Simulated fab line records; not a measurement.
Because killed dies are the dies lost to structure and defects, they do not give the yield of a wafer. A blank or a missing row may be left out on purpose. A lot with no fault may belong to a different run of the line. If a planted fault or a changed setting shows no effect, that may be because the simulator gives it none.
A single fault, viewed from 2 desks ; flow sky130 ; numbers are kept per desk, each desk with only its own; the story behind them comes last

AT THE METROLOGY DESK
Means of the sampled wafers that have a number, per lot and without regard to the tool the lot ran on: this is what the gauges read. A lot is out of limits, marked OUT, if its mean lies more than 4 standard deviations from the usual mean; the brackets give that distance.
Columns: A = VIA1_OVL at SKY_VIA1_OVL_MEAS_13, usual -5 nm
lot;first seen here;A
L901;day 34 07:07;-3
L902;day 34 10:40;-3
L904;day 35 07:08;-6
L906;day 35 21:44;-1
L905;day 36 08:04;-9
L908;day 36 18:32;-7
L909;day 37 02:23;-4
L910;day 37 08:58;-8
L911;day 37 13:52;-5
L912;day 37 21:17;-4
L913;day 38 02:38;-9
L914;day 38 14:56;-13
L922;day 40 17:35;-7
L923;day 40 22:29;-3
This desk's verdict: no lot among the 14 shows anything out of limits.

AT THE TOOL OWNER'S DESK: pvd-sputter-01
The tool's own readings at SKY_METAL2_SPUTTER_03 (material Ti, target thk 5 nm, time 3.3 s): means of the sampled wafers that have a number, for each lot that ran on this tool. A lot is out of limits, marked OUT, if its mean lies more than 4 standard deviations from the usual mean; the brackets give that distance.
Columns: A = cathode-dc-power-W at SKY_METAL2_SPUTTER_03, usual 3000.0 W; B = chamber-pressure-pa at SKY_METAL2_SPUTTER_03, usual 0.4000 Pa; C = throttle-valve-pct at SKY_METAL2_SPUTTER_03, usual 30.2 %
lot;first seen here;A;B;C
L901;day 34 08:34;2999.8;0.4002;30.0
L902;day 34 12:13;3000.1;0.3998;29.2
L906;day 35 23:14;3000.1;0.3996;30.1
L905;day 36 09:42;3000.2;0.4008;29.3
L909;day 37 04:14;2999.7;0.3997;29.4
L912;day 37 22:41;3000.2;0.3996;31.0
This desk's verdict: no lot among the 6 shows anything out of limits.

ALL TOGETHER
Nothing out of limits was seen by the metrology desk.
Nothing out of limits was seen by the tool owner's desk.

WHAT WAS PUT IN BY THE SIMULATOR
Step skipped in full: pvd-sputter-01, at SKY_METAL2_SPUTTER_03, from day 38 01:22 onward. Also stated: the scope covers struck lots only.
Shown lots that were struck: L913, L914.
